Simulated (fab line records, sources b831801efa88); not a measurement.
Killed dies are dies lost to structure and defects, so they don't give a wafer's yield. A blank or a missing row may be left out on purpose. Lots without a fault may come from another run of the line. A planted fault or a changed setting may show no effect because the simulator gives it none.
fab line records | flow sky130
record lots=6 wafers=18 last_day=50
route steps=708 shown GATE_OXIDE@191 POLY_GATE@204 RES_PROTECT@206 PAD_OPEN@708
lots that met no fault: from a run of the same line without faults
start_h: hours from the record's first day to the start of the lot's first wafer shown | wait_h: hours since the lot's step before | " the same as in the row above | L1.1+2: a row that stands for several wafers | - no value, or no start given | * or withheld: withheld | < > ~ a bound
route shown NAME@n: a module of which the file shows steps, and the number in the route of the first | usual: mean/standard deviation of fault-free wafers | same: alike in all rows | chamber/n: place in a boat | sites: the reading at each site | _std_site: their standard deviation | _edge_site: outer sites' mean less inner sites' | radius_mm: how far each site lies from the wafer's centre | mask NAME#n: copy n | behind: the tool/chamber that last shaped the wafer | hold: why the lot was held/for how many hours/how that ended | device: the transistor (n, p or np) that didn't switch | end of line: the same wafers' tests at the end of the route | a step without rows: its recipe alone | killed: dies lost to structure and defects at the first sort, not the wafer's yield | map: a wafer's dies, x killed, . not, _ none there
set.NAME: the setting as run; set.NAME@STEP: as run at that earlier step | model.NAME: the simulator's own value behind a step, which no gauge read
lots at some steps of the route; a table a step, a row a wafer
services: from which hour (start_h, from the record's first day; less than 0 if before it) a tool's chamber was out of use, for how many hours, and why
## steps
# step SKY_GATE_OXIDE_HMDS_04
# recipe prime_time_s=60 prime_temp_c=120
# step SKY_GATE_OXIDE_COAT_05
# recipe resist=NOVOLAK spin_rpm=3000 resist_thk_nm=1140
# step SKY_GATE_OXIDE_SOFTBAKE_06
# recipe temp_c=90 time_s=60 resist=NOVOLAK
# step SKY_GATE_OXIDE_EXPOSE_07
# recipe mask_id=LVOM na=0.6 source_shape=conventional sigma_outer=0.6 polarization=unpolarized target_cd_nm=600 dose_mj=170
# step SKY_GATE_OXIDE_PEB_08
# recipe temp_c=withheld time_s=* resist=NOVOLAK
# step SKY_GATE_OXIDE_DEVELOP_09
# recipe resist=NOVOLAK developer=TMAH develop_time_s=60 dev_temp_c=23
# step SKY_GATE_OXIDE_OVL_MEAS_10
# usual GATE_OXIDE_OVL=-0.5/1.2
# columns lot.wafer tool chamber start_h wait_h GATE_OXIDE_OVL[nm]
L658.1 overlay-02 - 312.06 0.1 -1.2
L658.3 " - " " -0.7
L658.4 " - " " -2.5
L662.3 overlay-01 - 352.38 0.1 -1.1
L662.5 " - " " -1.2
L662.6 " - " " -1.8
L663.1 overlay-01 - 355.87 0.1 -2.5
L663.2 " - " " -0.8
L663.5 " - " " -0.7
L668.1 overlay-02 - 399.35 0.1 0.0
L668.4 " - " " 0.4
L668.5 " - " " 0.4
L670.2 overlay-01 - 410.61 0.1 0.0
L670.4 " - " " 0.7
L670.5 " - " " 0.0
L678.1 overlay-02 - 480.87 0.1 0.4
L678.4 " - " " 0.0
L678.6 " - " " 0.0
# step SKY_GATE_OXIDE_IMPLANT_11
# recipe species=B energy_kev=10 dose_cm2=2.543e+12 tilt_deg=withheld
# step SKY_GATE_OXIDE_WET_ETCH_12
# recipe chemistry=dHF target_depth_nm=16.8 dry=n2_spin target=SiO2 dilution=100:1 temp_c=25 time_s=336
# step SKY_GATE_OXIDE_STRIP_13
# recipe chemistry=O2/N2 power_w=1400 pressure_mtorr=1500 platen_temp_c=withheld o2_flow_sccm=3000 n2_flow_sccm=300 overash_fraction=0.5
# usual drypump_motor_current_A=5.8/0.48 oes_product_au=0.715/0.0047 strip_time_to_endpoint_s=14.19/0.034
# columns lot.wafer tool chamber start_h wait_h drypump_motor_current_A oes_product_au rf_hours_counter_h strip_time_to_endpoint_s
L658.1 plasma_asher-03 1 312.35 0.0 6.2 0.713 20 14.18
L658.3 " 1 " " 6.2 0.704 - 14.19
L658.4 " 0 " " 6.0 0.715 - 14.19
L662.3 plasma_asher-01 1 352.71 0.0 5.3 0.724 - 14.21
L662.5 " 0 " " 6.3 0.717 - 14.16
L662.6 " 1 " " 5.3 0.714 - 14.18
L663.1 plasma_asher-01 0 356.16 0.0 6.3 0.711 65 14.19
L663.2 " 1 " " 5.3 0.719 65 14.18
L663.5 " 0 " " 6.4 0.720 - 14.18
L668.1 plasma_asher-03 0 399.65 0.0 6.1 0.719 29 14.23
L668.4 " 0 " " 6.1 0.727 - 14.20
L668.5 " 0 " " 6.0 0.707 - 14.19
L670.2 plasma_asher-03 1 410.89 0.0 6.2 0.717 30 14.22
L670.4 " 1 " " 6.2 0.709 - 14.19
L670.5 " 0 " " 6.0 0.718 - 14.14
L678.1 plasma_asher-02 0 481.17 0.0 5.0 0.711 70 14.21
L678.4 " 1 " " 5.6 0.716 - 14.17
L678.6 " 1 " " 5.6 0.708 - 14.15
# step SKY_GATE_OXIDE_TW_MEAS_14
# usual GATE_OXIDE_TW=222.1/1.7
# columns lot.wafer tool chamber start_h wait_h GATE_OXIDE_TW
L658.1 film_metro-02 - 312.45 0.1 222.7
L658.3 " - " " 221.2
L658.4 " - " " 221.5
L662.3 film_metro-01 - 352.80 0.1 223.3
L662.5 " - " " 225.5
L662.6 " - " " 223.8
L663.1 film_metro-01 - 356.26 0.1 224.4
L663.2 " - " " 224.1
L663.5 " - " " 223.8
L668.1 film_metro-04 - 399.75 0.1 218.9
L668.4 " - " " 219.5
L668.5 " - " " 219.0
L670.2 film_metro-02 - 411.00 0.1 222.8
L670.4 " - " " 220.2
L670.5 " - " " 223.1
L678.1 film_metro-04 - 481.27 0.1 221.1
L678.4 " - " " 221.1
L678.6 " - " " 220.5
# step SKY_GATE_OXIDE_CLEAN_15
# recipe chemistry=SC1/SC2 mix=1:4:20 temp_c=70 time_s=150 dry=n2_spin
# step SKY_GATE_OXIDE_OXIDATION_16
# recipe temp_c=807.6 ambient=O2 idle_temp_c=700 ramp_up_c_per_min=10 ramp_down_c_per_min=3 stabilise_s=600 purge_s=300 target_thk_a=35.7 ox_time_s=1915
# usual spike_tc_lower_C=809.7/1.6 zone_power_upper_pct=14.0/0.69
# columns lot.wafer tool chamber start_h wait_h spike_tc_lower_C zone_power_upper_pct
L658.1 furnace-01 0 312.86 0.3 810.8 13.4
L658.3 " 0 " " 811.2 13.5
L658.4 " 0 " " 811.3 13.4
L662.3 furnace-01 0 352.89 0.0 811.5 13.3
L662.5 " 0 " " 810.9 13.5
L662.6 " 0 " " 810.7 13.4
L663.1 furnace-02 0 356.45 0.1 808.5 14.7
L663.2 " 0 " " 808.4 14.4
L663.5 " 0 " " 806.3 14.9
L668.1 furnace-02 0 400.08 0.2 808.0 14.7
L668.4 " 0 " " 808.0 14.6
L668.5 " 0 " " 807.1 14.7
L670.2 furnace-02 0 411.10 0.0 809.7 14.6
L670.4 " 0 " " 807.0 14.7
L670.5 " 0 " " 807.9 14.9
L678.1 furnace-01 0 481.38 0.0 809.0 13.5
L678.4 " 0 " " 809.3 13.1
L678.6 " 0 " " 807.7 13.4
# step SKY_POLY_GATE_CVD_00
# recipe material=poly-Si target_thk_nm=180 temp_c=620 time_s=720 pressure_mtorr=200
# step SKY_POLY_GATE_THK_MEAS_01
# recipe reads=poly-Si_of_POLY_GATE_CVD_00
# usual POLY_GATE_CVD_00_THK=179.9/1.5
# columns lot.wafer tool chamber start_h wait_h POLY_GATE_CVD_00_THK[nm]
L658.1 film_metro-03 - 315.59 0.0 178.5
L658.3 " - " " 179.0
L658.4 " - " " 179.5
L662.3 film_metro-01 - 355.65 0.0 179.6
L662.5 " - " " 177.4
L662.6 " - " " 178.4
L663.1 film_metro-02 - 359.19 0.0 179.0
L663.2 " - " " 180.2
L663.5 " - " " 180.6
L668.1 film_metro-01 - 402.82 0.0 180.2
L668.4 " - " " 180.2
L668.5 " - " " 181.0
L670.2 film_metro-01 - 415.34 0.0 177.1
L670.4 " - " " 178.7
L670.5 " - " " 178.7
L678.1 film_metro-01 - 484.11 0.0 181.3
L678.4 " - " " 181.8
L678.6 " - " " 182.3
# step SKY_RES_PROTECT_DEHYDRATE_00
# recipe temp_c=200 time_s=60
# step SKY_RES_PROTECT_HMDS_01
# recipe prime_time_s=60 prime_temp_c=120
# step SKY_RES_PROTECT_COAT_02
# recipe resist=NOVOLAK spin_rpm=3000 resist_thk_nm=1140
# step SKY_RES_PROTECT_SOFTBAKE_03
# recipe temp_c=90 time_s=60 resist=NOVOLAK
# step SKY_RES_PROTECT_EXPOSE_04
# recipe mask_id=RPM na=0.6 source_shape=conventional sigma_outer=0.6 polarization=unpolarized target_cd_nm=1270 dose_mj=131
# step SKY_RES_PROTECT_PEB_05
# recipe temp_c=withheld time_s=* resist=NOVOLAK
# step SKY_RES_PROTECT_DEVELOP_06
# recipe resist=NOVOLAK developer=TMAH develop_time_s=60 dev_temp_c=23
# step SKY_POLY_GATE_IMPLANT_02
# recipe species=P energy_kev=30 dose_cm2=7.7e+15 tilt_deg=0
# step SKY_RES_PROTECT_STRIP_07
# recipe chemistry=O2/N2 power_w=1400 pressure_mtorr=1500 platen_temp_c=withheld o2_flow_sccm=3000 n2_flow_sccm=300 overash_fraction=0.5
# usual drypump_motor_current_A=6.1/0.43 oes_product_au=0.518/0.0045 strip_time_to_endpoint_s=23.29/0.039
# columns lot.wafer tool chamber start_h wait_h drypump_motor_current_A oes_product_au rf_hours_counter_h strip_time_to_endpoint_s
L658.1 plasma_asher-04 0 342.40 0.1 6.4 0.520 64 23.31
L658.3 " 1 " " 6.6 0.519 - 23.30
L658.4 " 0 " " 6.4 0.518 - 23.29
L662.3 plasma_asher-03 1 383.25 0.1 6.2 0.532 - 23.37
L662.5 " 0 " " 6.0 0.512 - 23.32
L662.6 " 1 " " 6.2 0.522 - 23.31
L663.1 plasma_asher-03 1 386.38 0.1 6.2 0.513 27 23.28
L663.2 " 0 " " 6.0 0.518 27 23.32
L663.5 " 1 " " 6.2 0.520 - 23.25
L668.1 plasma_asher-01 0 432.95 0.1 6.3 0.515 73 23.28
L668.4 " 0 " " 6.4 0.512 - 23.25
L668.5 " 1 " " 5.3 0.520 - 23.30
L670.2 plasma_asher-01 1 445.76 0.1 5.4 0.517 74 23.29
L670.4 " 1 " " 5.3 0.525 - 23.28
L670.5 " 1 " " 5.4 0.521 - 23.29
L678.1 plasma_asher-03 0 514.50 0.1 6.0 0.520 40 23.23
L678.4 " 0 " " 6.0 0.521 - 23.21
L678.6 " 1 " " 6.2 0.520 - 23.24
# step SKY_RES_PROTECT_TW_MEAS_08
# usual POLY_GATE_TW=4011/29
# columns lot.wafer tool chamber start_h wait_h POLY_GATE_TW
L658.1 film_metro-04 - 342.50 0.1 3966
L658.3 " - " " 3971
L658.4 " - " " 3979
L662.3 film_metro-04 - 383.33 0.1 3989
L662.5 " - " " 3959
L662.6 " - " " 3977
L663.1 film_metro-03 - 386.48 0.1 4016
L663.2 " - " " 4017
L663.5 " - " " 4003
L668.1 film_metro-02 - 433.05 0.1 4020
L668.4 " - " " 4037
L668.5 " - " " 4026
L670.2 film_metro-02 - 445.87 0.1 4042
L670.4 " - " " 4056
L670.5 " - " " 4059
L678.1 film_metro-03 - 514.60 0.1 4035
L678.4 " - " " 4036
L678.6 " - " " 4036
# step SKY_RES_PROTECT_CLEAN_09
# recipe chemistry=SC1/SC2 mix=1:4:20 temp_c=70 time_s=150 dry=n2_spin
# step SKY_POLY_GATE_CVD_03
# recipe material=Si3N4 precursor=DCS/NH3 target_thk_nm=75 temp_c=770 time_s=1290 pressure_mtorr=250
# step SKY_POLY_GATE_THK_MEAS_04
# recipe reads=Si3N4_of_POLY_GATE_CVD_03
# usual POLY_GATE_CVD_03_THK=75.0/0.7
# columns lot.wafer tool chamber start_h wait_h POLY_GATE_CVD_03_THK[nm]
L658.1 film_metro-03 - 345.16 0.0 75.0
L658.3 " - " " 74.6
L658.4 " - " " 75.4
L662.3 film_metro-03 - 386.31 0.0 75.1
L662.5 " - " " 74.2
L662.6 " - " " 73.8
L663.1 film_metro-03 - 388.86 0.0 74.6
L663.2 " - " " 75.8
L663.5 " - " " 75.2
L668.1 film_metro-03 - 434.84 0.0 75.6
L668.4 " - " " 75.4
L668.5 " - " " 75.5
L670.2 film_metro-02 - 448.13 0.0 75.2
L670.4 " - " " 75.1
L670.5 " - " " 75.3
L678.1 film_metro-01 - 516.07 0.0 75.0
L678.4 " - " " 74.6
L678.6 " - " " 75.3
# step SKY_POLY_GATE_DEHYDRATE_05
# recipe temp_c=200 time_s=60
# step SKY_POLY_GATE_HMDS_06
# recipe prime_time_s=60 prime_temp_c=120
# step SKY_POLY_GATE_COAT_07
# recipe resist=BARC temp_c=withheld time_s=withheld spin_rpm=3000 resist_thk_nm=110
# step SKY_POLY_GATE_COAT_08
# recipe resist=KrF-thick spin_rpm=3000 resist_thk_nm=450
# step SKY_POLY_GATE_SOFTBAKE_09
# recipe temp_c=100 time_s=90 resist=KrF-thick
# step SKY_POLY_GATE_EXPOSE_10
# recipe mask_id=P1M na=0.68 source_shape=conventional sigma_outer=0.6 target_cd_nm=150 dose_mj=28
# step SKY_POLY_GATE_PEB_11
# recipe peb_temp_c=withheld peb_time_s=withheld resist=KrF-thick
# step SKY_POLY_GATE_DEVELOP_12
# recipe develop_time_s=60 resist=KrF-thick dev_temp_c=21
# step SKY_POLY_GATE_CD_MEAS_13
# recipe target_cd_nm=150
# usual cd_nm=150.2/1.5
# columns lot.wafer tool chamber start_h wait_h cd_nm
L658.1 cd_sem-01 - 372.32 - 150.0
L658.3 " - " " 149.4
L658.4 " - " " 150.7
L662.3 cd_sem-01 - 415.36 - 149.0
L662.5 " - " " 147.8
L662.6 " - " " 148.1
L663.1 cd_sem-02 - 418.27 - 148.6
L663.2 " - " " 150.1
L663.5 " - " " 148.7
L668.1 cd_sem-02 - 465.87 - 149.3
L668.4 " - " " 148.7
L668.5 " - " " 149.6
L670.2 cd_sem-01 - 479.38 - 151.8
L670.4 " - " " 153.3
L670.5 " - " " 152.3
L678.1 cd_sem-02 - 546.12 - 148.3
L678.4 " - " " 147.9
L678.6 " - " " 149.8
# step SKY_POLY_GATE_OVL_MEAS_14
# usual POLY_GATE_OVL=-1/5.2
# columns lot.wafer tool chamber start_h wait_h POLY_GATE_OVL[nm]
L658.1 overlay-01 - 372.44 0.1 -10
L658.3 " - " " -1
L658.4 " - " " -3
L662.3 overlay-01 - 415.45 0.1 4
L662.5 " - " " -7
L662.6 " - " " -8
L663.1 overlay-01 - 418.39 0.1 -2
L663.2 " - " " 0
L663.5 " - " " 2
L668.1 overlay-01 - 465.99 0.1 -3
L668.4 " - " " -2
L668.5 " - " " -4
L670.2 overlay-02 - 479.49 0.1 -4
L670.4 " - " " -2
L670.5 " - " " -1
L678.1 overlay-02 - 546.24 0.1 1
L678.4 " - " " -2
L678.6 " - " " 1
# step SKY_POLY_GATE_ETCH_15
# recipe chemistry=N2/H2 target=BARC ion_energy_ev=194.3 source_w=500 bias_w=100 pressure_mtorr=30 n2_flow_sccm=100 h2_flow_sccm=200 stop_on=SiO2 time_s=118.5 target_depth_a=1100
# step SKY_POLY_GATE_ETCH_16
# recipe stop_on=poly-Si chemistry=CH3F/O2 target=Si3N4 source_w=400 bias_w=80 pressure_mtorr=25 ch3f_flow_sccm=40 O2_flow_sccm=30 time_s=147.5 target_depth_a=750
# usual drypump_motor_current_A=5.7/0.4 oes_product_au=0.640/0.0051 throttle_valve_pct=10.535/0.0089
# columns lot.wafer tool chamber start_h wait_h drypump_motor_current_A oes_product_au rf_hours_counter_h throttle_valve_pct
L658.1 rie_diel-01 2 372.56 0.0 5.4 0.637 110 10.541
L658.3 " 1 " " 5.4 0.642 0 10.524
L658.4 " 3 " " 5.3 0.645 107 10.536
L662.3 rie_diel-02 0 415.56 0.0 5.9 0.641 5 10.530
L662.5 " 3 " " 5.0 0.633 - 10.526
L662.6 " 2 " " 5.7 0.633 - 10.544
L663.1 rie_diel-04 0 418.51 0.0 5.6 0.639 3 10.531
L663.2 " 2 " " 5.7 0.649 73 10.521
L663.5 " 0 " " 5.6 0.640 - 10.525
L668.1 rie_diel-04 2 466.11 0.0 5.7 0.642 74 10.533
L668.4 " 1 " " 5.7 0.640 4 10.525
L668.5 " 1 " " 5.7 0.635 - 10.549
L670.2 rie_diel-01 1 479.60 0.0 5.4 0.645 2 10.519
L670.4 " 2 " " 5.4 0.650 1 10.532
L670.5 " 3 " " 5.3 0.639 - 10.539
L678.1 rie_diel-01 3 546.36 0.0 5.4 0.644 2 10.546
L678.4 " 2 " " 5.4 0.636 2 10.538
L678.6 " 3 " " 5.3 0.642 - 10.547
# step SKY_POLY_GATE_ETCH_17
# recipe target_depth_nm=180 stop_on=SiO2 over_etch_frac=0.56667 chemistry=HBr/Cl2 target=poly-Si icp_w=400 bias_w=100 pressure_mtorr=10 HBr_flow_sccm=150 Cl2_flow_sccm=50 time_s=70.5
# usual drypump_motor_current_A=5.43/0.12 oes_product_au=0.984/0.0082 throttle_valve_pct=33.684/0.0097
# same over_etch_frac=0.56667
# columns lot.wafer tool chamber start_h wait_h drypump_motor_current_A oes_product_au rf_hours_counter_h throttle_valve_pct
L658.1 rie_si-01 2 372.66 0.0 5.43 0.983 5 33.685
L658.3 " 1 " " 5.38 0.983 0 33.696
L658.4 " 3 " " 5.64 1.000 69 33.681
L662.3 rie_si-01 0 415.66 0.0 5.25 0.971 1 33.686
L662.5 " 0 " " 5.23 0.971 - 33.689
L662.6 " 3 " " 5.63 0.987 - 33.695
L663.1 rie_si-01 3 418.61 0.0 5.62 0.991 70 33.687
L663.2 " 2 " " 5.41 0.991 6 33.683
L663.5 " 0 " " 5.23 0.977 - 33.692
L668.1 rie_si-02 3 466.21 0.0 5.28 0.982 32 33.686
L668.4 " 2 " " 5.48 0.968 2 33.680
L668.5 " 1 " " 5.51 0.984 - 33.697
L670.2 rie_si-02 1 479.70 0.0 5.53 0.975 50 33.674
L670.4 " 2 " " 5.50 0.982 2 33.680
L670.5 " 1 " " 5.52 0.972 - 33.683
L678.1 rie_si-02 0 546.46 0.0 5.46 0.979 4 33.686
L678.4 " 1 " " 5.54 0.995 0 33.689
L678.6 " 0 " " 5.45 0.984 - 33.680
# step SKY_POLY_GATE_STRIP_18
# recipe chemistry=O2/N2 power_w=1400 pressure_mtorr=1500 platen_temp_c=withheld o2_flow_sccm=3000 n2_flow_sccm=300 overash_fraction=0.5
# usual drypump_motor_current_A=5.8/0.59 oes_product_au=0.362/0.005 strip_time_to_endpoint_s=3.18/0.04
# columns lot.wafer tool chamber start_h wait_h drypump_motor_current_A oes_product_au rf_hours_counter_h strip_time_to_endpoint_s
L658.1 plasma_asher-04 0 372.72 0.0 6.4 0.364 67 3.17
L658.3 " 1 " " 6.6 0.363 - 3.19
L658.4 " 0 " " 6.4 0.370 - 3.16
L662.3 plasma_asher-01 1 415.75 0.1 5.4 0.367 - 3.21
L662.5 " 1 " " 5.4 0.356 - 3.25
L662.6 " 0 " " 6.3 0.351 - 3.10
L663.1 plasma_asher-02 1 418.67 0.0 5.6 0.359 63 3.11
L663.2 " 0 " " 4.9 0.364 63 3.21
L663.5 " 1 " " 5.6 0.366 - 3.18
L668.1 plasma_asher-04 1 466.26 0.0 6.6 0.362 3 3.18
L668.4 " 0 " " 6.4 0.359 - 3.15
L668.5 " 0 " " 6.4 0.361 - 3.13
L670.2 plasma_asher-02 0 479.76 0.0 5.0 0.362 69 3.24
L670.4 " 1 " " 5.6 0.362 - 3.20
L670.5 " 0 " " 5.0 0.361 - 3.19
L678.1 plasma_asher-04 1 546.51 0.0 6.6 0.352 11 3.16
L678.4 " 0 " " 6.3 0.357 - 3.17
L678.6 " 0 " " 6.4 0.367 - 3.16
# step SKY_PAD_OPEN_PROBE_99
# usual killed_at_M0_to_M3=43/7.2 killed_at_M4_up=3.3/2 killed_at_contacts=25/5.8 killed_at_front_end=15/4.5 killed_at_other=0.3/0.62 killed_dies=86/9.4 killed_open=47/7.1 killed_short=39/6
# same gross_dies=492 killed_at_back_side=0
# columns lot.wafer tool chamber start_h wait_h killed_at_M0_to_M3 killed_at_M4_up killed_at_contacts killed_at_front_end killed_at_other killed_dies killed_open killed_short model.etest.cap_thin_oxide.gate_log10_a_cm2 model.etest.cap_thick_oxide.gate_bv_v model.etest.cap_thin_oxide.gate_bv_v model.etest.nfet_01v8_turned.off_log10_a_um model.etest.nfet_01v8_swapped.off_log10_a_um model.etest.nfet_01v8.off_log10_a_um model.etest.pfet_01v8_hvt.off_log10_a_um model.etest.sram_pfet_latch.off_log10_a_um
L658.1 prober-02 - 1077.00 0.1 48 3 22 8 0 81 39 42 -8.544 16 7.106 -13.42 -13.28 -13.48 -13.04 -12.32
L658.3 prober-02 - 1077.10 0.2 33 3 25 11 0 72 32 40 -8.502 15.71 7.578 -13.29 -13.38 -13.29 -13.14 -12.86
L658.4 prober-02 - 1077.15 0.2 44 1 22 10 0 77 49 28 -8.556 15.87 7.362 -13.2 -13.39 -13.37 -13.22 -12.74
L662.3 prober-01 - 1107.24 0.2 43 3 28 20 0 94 51 43 -8.399 16.58 7.359 -13.49 -13.39 -13.23 -13.03 -12.71
L662.5 prober-01 - 1107.34 0.2 33 3 17 19 0 72 41 31 -8.309 16.06 7.289 -13.38 -13.31 -13.15 -13.15 -12.67
L662.6 prober-01 - 1107.39 0.2 27 2 39 20 0 88 46 42 -8.168 15.73 7.277 -13.35 -13.34 -13.27 -13.14 -12.56
L663.1 prober-01 - 1111.51 0.1 40 5 23 15 0 83 46 37 -8.495 15.71 7.289 -13.32 -13.14 -13.28 -13.11 -12.41
L663.2 prober-01 - 1111.56 0.1 52 5 32 10 0 99 55 44 -8.443 15.68 7.397 -13.38 -13.28 -13.15 -13.1 -12.54
L663.5 prober-01 - 1111.71 0.2 42 5 27 12 0 86 39 47 -8.47 16.14 7.393 -13.38 -13.4 -13.25 -13.09 -12.63
L668.1 prober-02 - 1139.39 0.1 35 1 29 20 1 86 50 36 0.3411 7.288 3.866 -10.15 -10.43 -10.15 -10.39 -10.53
L668.4 prober-02 - 1139.54 0.2 39 7 21 13 0 80 42 38 0.3568 7.452 3.82 -10.39 -10.54 -10.51 -10.38 -10.16
L668.5 prober-02 - 1139.59 0.2 46 5 26 14 0 91 50 41 0.4545 7.466 3.95 -10.25 -10.57 -10.23 -10.24 -10.73
L670.2 prober-02 - 1147.71 0.1 48 4 32 8 2 94 48 46 0.3605 7.341 3.87 -10.49 -10.17 -10.65 -10.41 -10.48
L670.4 prober-02 - 1147.81 0.2 51 4 28 14 0 97 49 48 0.4846 7.667 3.934 -10.61 -10.28 -10.54 -10.34 -10.33
L670.5 prober-02 - 1147.86 0.2 60 2 28 12 0 102 55 47 0.3394 7.277 3.958 -10.39 -10.67 -10.34 -10.38 -10.29
L678.1 prober-02 - 1189.89 0.1 62 2 32 14 0 110 63 46 -8.072 16.14 7.128 -13.4 -13.27 -13.39 -12.61 -12.55
L678.4 prober-02 - 1190.04 0.2 48 6 32 10 2 98 55 42 -7.977 16.13 7.168 -13.27 -13.21 -13.2 -12.58 -12.37
L678.6 prober-02 - 1190.14 0.2 53 4 28 18 0 103 65 38 -8.072 15.79 7.303 -13.24 -13.35 -13.19 -12.86 -12.38
# killed by level:class
L658.1 LI_CONTACT:geometric_particle:open=8 METAL1:geometric_particle:short=8 VIA3:geometric_particle:open=7 VIA1:geometric_particle:open=7 METAL2:geometric_particle:short=7 VIA2:geometric_particle:open=5 CONTACT:geometric_particle:open=4 VIA1:geometric_particle:short=4
L658.3 CONTACT:geometric_particle:open=10 VIA1:geometric_particle:open=8 LOCAL_INTERCONNECT:geometric_particle:short=6 METAL2:geometric_particle:short=6 LI_CONTACT:geometric_particle:open=4 VIA3:geometric_particle:open=4 METAL1:geometric_particle:short=4 VIA2:geometric_particle:short=4
L658.4 VIA3:geometric_particle:open=11 VIA1:geometric_particle:open=10 LI_CONTACT:geometric_particle:open=7 LOCAL_INTERCONNECT:geometric_particle:short=6 VIA2:geometric_particle:open=6 CONTACT:geometric_particle:open=5 VIA1:geometric_particle:short=5 METAL2:geometric_particle:short=5
L662.3 VIA1:geometric_particle:open=14 CONTACT:geometric_particle:open=12 FIELD_ISO:geometric_particle:short=6 VIA2:geometric_particle:open=6 POLY_GATE:geometric_particle:open=6 LI_CONTACT:geometric_particle:open=5 METAL1:geometric_particle:short=5 METAL3:geometric_particle:short=5
L662.5 CONTACT:geometric_particle:open=8 VIA3:geometric_particle:short=7 FIELD_ISO:geometric_particle:open=6 VIA2:geometric_particle:open=5 VIA1:geometric_particle:open=5 POLY_GATE:geometric_particle:short=4 LI_CONTACT:geometric_particle:open=4 METAL1:geometric_particle:short=4
L662.6 LI_CONTACT:geometric_particle:open=13 VIA1:geometric_particle:open=10 CONTACT:geometric_particle:open=10 POLY_GATE:geometric_particle:short=7 POLY_GATE:geometric_particle:open=6 LI_CONTACT:geometric_particle:short=6 CONTACT:geometric_particle:short=6 LOCAL_INTERCONNECT:geometric_particle:short=4
L663.1 VIA1:geometric_particle:open=12 VIA2:geometric_particle:open=8 METAL2:geometric_particle:short=6 LI_CONTACT:geometric_particle:short=5 CONTACT:geometric_particle:open=5 FIELD_ISO:geometric_particle:open=4 LI_CONTACT:geometric_particle:open=4 LOCAL_INTERCONNECT:geometric_particle:short=4
L663.2 CONTACT:geometric_particle:open=15 VIA1:geometric_particle:open=14 LI_CONTACT:geometric_particle:open=8 METAL1:geometric_particle:short=8 METAL2:geometric_particle:short=6 VIA2:geometric_particle:short=5 METAL4:geometric_particle:short=5 LOCAL_INTERCONNECT:geometric_particle:short=4
L663.5 CONTACT:geometric_particle:open=10 VIA1:geometric_particle:short=9 METAL2:geometric_particle:short=7 VIA1:geometric_particle:open=6 LI_CONTACT:geometric_particle:short=6 VIA2:geometric_particle:open=6 POLY_GATE:geometric_particle:open=4 LI_CONTACT:geometric_particle:open=4
L668.1 VIA1:geometric_particle:open=10 LI_CONTACT:geometric_particle:open=8 VIA3:geometric_particle:open=8 LOCAL_INTERCONNECT:geometric_particle:short=7 FIELD_ISO:geometric_particle:short=6 VIA3:geometric_particle:short=6 CONTACT:geometric_particle:open=5 CONTACT:geometric_particle:short=5
L668.4 CONTACT:geometric_particle:open=9 VIA1:geometric_particle:open=8 METAL2:geometric_particle:short=7 VIA1:geometric_particle:short=6 VIA2:geometric_particle:open=6 METAL4:geometric_particle:short=6 FIELD_ISO:geometric_particle:short=5 LI_CONTACT:geometric_particle:open=5
L668.5 CONTACT:geometric_particle:open=10 VIA1:geometric_particle:open=9 VIA2:geometric_particle:open=7 VIA3:geometric_particle:open=7 VIA1:geometric_particle:short=6 POLY_GATE:geometric_particle:open=5 CONTACT:geometric_particle:short=5 METAL4:geometric_particle:short=5
L670.2 CONTACT:geometric_particle:open=12 VIA1:geometric_particle:open=12 VIA1:geometric_particle:short=10 LI_CONTACT:geometric_particle:open=9 METAL2:geometric_particle:short=9 LI_CONTACT:geometric_particle:short=5 POLY_GATE:geometric_particle:short=4 LOCAL_INTERCONNECT:geometric_particle:short=4
L670.4 VIA1:geometric_particle:open=13 CONTACT:geometric_particle:open=9 LI_CONTACT:geometric_particle:open=8 METAL2:geometric_particle:short=7 VIA2:geometric_particle:short=6 LOCAL_INTERCONNECT:geometric_particle:short=6 VIA2:geometric_particle:open=6 METAL1:geometric_particle:short=5
L670.5 VIA3:geometric_particle:open=11 VIA1:geometric_particle:open=11 METAL2:geometric_particle:short=11 CONTACT:geometric_particle:open=8 VIA2:geometric_particle:open=8 LI_CONTACT:geometric_particle:open=7 METAL1:geometric_particle:short=7 POLY_GATE:geometric_particle:short=6
L678.1 VIA1:geometric_particle:open=15 VIA3:geometric_particle:open=13 CONTACT:geometric_particle:open=12 METAL1:geometric_particle:short=8 LI_CONTACT:geometric_particle:open=8 VIA1:geometric_particle:short=7 FIELD_ISO:geometric_particle:short=6 LOCAL_INTERCONNECT:geometric_particle:short=5
L678.4 VIA1:geometric_particle:open=15 LI_CONTACT:geometric_particle:open=10 CONTACT:geometric_particle:open=8 VIA1:geometric_particle:short=8 CONTACT:geometric_particle:short=5 VIA3:geometric_particle:open=5 VIA2:geometric_particle:open=5 METAL4:geometric_particle:short=5
L678.6 VIA1:geometric_particle:open=18 CONTACT:geometric_particle:open=10 VIA3:geometric_particle:open=10 VIA2:geometric_particle:open=8 CONTACT:geometric_particle:short=7 POLY_GATE:geometric_particle:short=6 FIELD_ISO:geometric_particle:open=5 POLY_GATE:geometric_particle:open=4
## services
# columns tool chamber start_h hours kind
rie_si-01 3 289.13 5.1 repair
rie_si-01 1 289.84 2.1 repair
plasma_asher-01 - 292.88 4.0 repair
plasma_asher-03 - 327.24 2.8 pm
plasma_asher-01 - 335.88 2.8 pm
plasma_asher-01 - 363.35 2.0 repair
furnace-01 - 365.94 7.0 pm
rie_si-02 - 375.70 2.8 pm
plasma_asher-04 - 380.50 4.2 repair
furnace-01 - 386.66 4.3 pm
rie_si-01 1 399.34 3.9 repair
plasma_asher-03 - 416.10 1.1 repair
rie_si-01 1 417.90 6.1 repair
rie_diel-01 - 418.34 0.5 repair
plasma_asher-03 - 421.02 1.7 repair
plasma_asher-04 - 421.25 9.0 pm
plasma_asher-04 - 422.93 0.6 repair
rie_si-02 1 423.33 8.9 repair
rie_si-01 3 427.47 1.9 repair
rie_diel-01 2 451.92 5.1 repair
furnace-02 - 484.82 3.6 pm
furnace-02 - 491.14 4.7 pm
plasma_asher-04 - 498.72 4.6 repair
plasma_asher-04 - 503.07 0.6 repair
## key
first_sign none at tools or gauges
model_effect step=SKY_PAD_OPEN_PROBE_99 value=etest.cap_thin_oxide.gate_log10_a_cm2 without=-8.43 struck=0.3895
met_at SKY_GATE_OXIDE_OXIDATION_16
struck_wafers L668.1,L668.4,L668.5,L670.2,L670.4,L670.5
tester_left_out L668,L670
onset_between 356.45 400.08
also_fits SKY_GATE_OXIDE_STRIP_13:plasma_asher-03,SKY_RES_PROTECT_STRIP_07:plasma_asher-01
fault kind=metallic_contamination_source tool=furnace-02 chamber=- onset_h=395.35 steps=SKY_GATE_OXIDE_OXIDATION_16 rate_cm2_per_visit=6.7644e+12 species=metal_fe_cm2
# tester_left_out: of these lots the tester's yield and bins aren't shown, on N5 and GAA mostly nor the transistor test; their killed dies are dies lost to structure and defects alone, not to doping, threshold or leakage, so they don't give the yield
